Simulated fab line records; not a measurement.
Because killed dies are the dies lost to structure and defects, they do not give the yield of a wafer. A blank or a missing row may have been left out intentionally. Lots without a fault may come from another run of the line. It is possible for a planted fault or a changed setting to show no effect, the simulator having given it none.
A struck lot beside a sound one ; flow sky130 ; 16 steps out of a route of 708
Sound: these wafers, L808.1, L808.4, L808.6. Struck: wafers L824.1, L824.2, L824.5. Last of all comes the cause.
Order at every step that has rows: each side's tool, ch and its chambers, its first start. Under that, the readings that differ: sound wafers ; struck wafers ; difference of the means ; sigmas: that difference in standard deviations of wafers without a fault.
alike: a reading whose means differ by less than 2 such deviations, as well as words and numbers matching on both sides. not compared: withheld readings; readings where some wafer has no value; bounds like >300 that might hide an equal value; numbers whose values overlap and for which the record gives no deviation.
The two part at a step that has a row with sigmas, a row that says differs or no value, or rows on one side only. Non-overlapping numbers with no deviation appear without sigmas and do not part them. Lack of a reading on every wafer of one side parts them only where that side has two or more wafers.

first, 1 step without rows for these wafers: SKY_VT_ADJUST_NCORE_IMPLANT_09.
SKY_VT_ADJUST_NCORE_STRIP_10: strips in O2/N2.
  sound on plasma_asher-01 ch 0,1, day 9 13:05; struck on plasma_asher-02 ch 0,1, day 14 07:19
  alike: drypump_motor_current_A, o2_flow_sccm, oes_product_au, strip_time_to_endpoint_s
  not compared: rf_hours_counter_h
SKY_VT_ADJUST_NCORE_TW_MEAS_11:
  struck on film_metro-02, day 14 07:25; sound on film_metro-02, day 9 13:11
  alike: VT_ADJUST_NCORE_TW
then, 7 steps without rows for these wafers: SKY_VT_ADJUST_HVTR_DEHYDRATE_00 (time 60 s); SKY_VT_ADJUST_HVTR_HMDS_01 (prime time 60 s); SKY_VT_ADJUST_HVTR_COAT_02 (resist thk 1140 nm); SKY_VT_ADJUST_HVTR_SOFTBAKE_03 (time 60 s); SKY_VT_ADJUST_HVTR_EXPOSE_04 (exposes mask HVTRM, target cd 380 nm); SKY_VT_ADJUST_HVTR_PEB_05; SKY_VT_ADJUST_HVTR_DEVELOP_06 (develop time 60 s).
SKY_VT_ADJUST_HVTR_CD_MEAS_07: target cd 380 nm.
  struck on cd_sem-01, day 15 09:54; sound on cd_sem-02, day 10 11:23
  alike: cd_nm
SKY_VT_ADJUST_HVTR_OVL_MEAS_08:
  struck on overlay-01, day 15 10:01; sound on overlay-02, day 10 11:30
  alike: VT_ADJUST_HVTR_OVL
SKY_VT_ADJUST_HVTR_IMPLANT_09:
  sound on implanter-02 ch 0, day 10 11:32; struck on implanter-02 ch 0, day 15 10:04
reading;sound;struck;difference;sigmas
beam_on_s (s);10.12 10.00 10.11;12.65 12.29 12.75;+2.49;+13
end_station_pressure_torr (Torr);5.08e-06 4.93e-06 4.88e-06;0.00010718 0.00011947 0.00010801;+0.00010659;+99 or more
faraday_current_uA;11.74 11.84 11.68;9.42 9.73 9.41;-2.23;-10
SKY_VT_ADJUST_HVTR_STRIP_10: strips in O2/N2.
  sound on plasma_asher-03 ch 0,1, day 10 11:41; struck on plasma_asher-03 ch 0,1, day 15 10:13
reading;sound;struck;difference;sigmas
strip_time_to_endpoint_s (s);14.11 14.10 14.18;14.25 14.21 14.20;+0.09;+2
  alike: drypump_motor_current_A, o2_flow_sccm, oes_product_au
  not compared: rf_hours_counter_h
SKY_VT_ADJUST_HVTR_TW_MEAS_11:
  struck on film_metro-01, day 15 10:32; sound on film_metro-03, day 10 11:47
reading;sound;struck;difference;sigmas
VT_ADJUST_HVTR_TW;209.6 208.6 209.0;221.6 222.5 221.6;+12.8;+6
  not compared: hold
-- here the record skips 35 days between the struck wafers' starts before and after, leaving off in module VT_ADJUST_HVTR and picking up in module PAD_OPEN (first step shown: number 708 of the route) --
SKY_PAD_OPEN_PROBE_99:
  struck on prober-02, day 50 09:14; sound on prober-01, day 46 23:13
reading;sound;struck;difference;sigmas
killed_at_M4_up;10 7;4 3 3;-5;-2
killed_at_other;2 1;0 0 0;-2;-3
model.etest.pfet_01v8_mvt.off_log10_a_um;-10.18 -10.37;-9.785 -9.837 -9.853;+0.450;
model.etest.pfet_01v8_mvt.vt_sat_v (V);-0.5333 -0.5416;-0.4947 -0.5018 -0.5006;+0.0384;
model.etest.pfet_01v8_mvt.vt_v (V);-0.6225 -0.6305;-0.5913 -0.5963 -0.5936;+0.0328;
model.etest.pfet_01v8_mvt.vt_long_v (V);-0.8345 -0.8408;-0.8072 -0.8065 -0.8088;+0.0302;
  alike: killed_at_M0_to_M3, killed_at_contacts, killed_at_front_end, killed_dies, killed_open, killed_short
  not compared: model.etest.pfet_01v8_mvt.drive_ua_um

== WHERE THEY PART ==
Earliest at SKY_VT_ADJUST_HVTR_IMPLANT_09; latest, in this record, at SKY_PAD_OPEN_PROBE_99.

WHY: what the simulator had put in
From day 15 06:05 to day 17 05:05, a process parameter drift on implanter-02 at SKY_VT_ADJUST_HVTR_IMPLANT_09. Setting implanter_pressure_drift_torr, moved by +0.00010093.
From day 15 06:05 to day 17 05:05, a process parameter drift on implanter-02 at SKY_VT_ADJUST_HVTR_IMPLANT_09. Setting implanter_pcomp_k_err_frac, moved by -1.
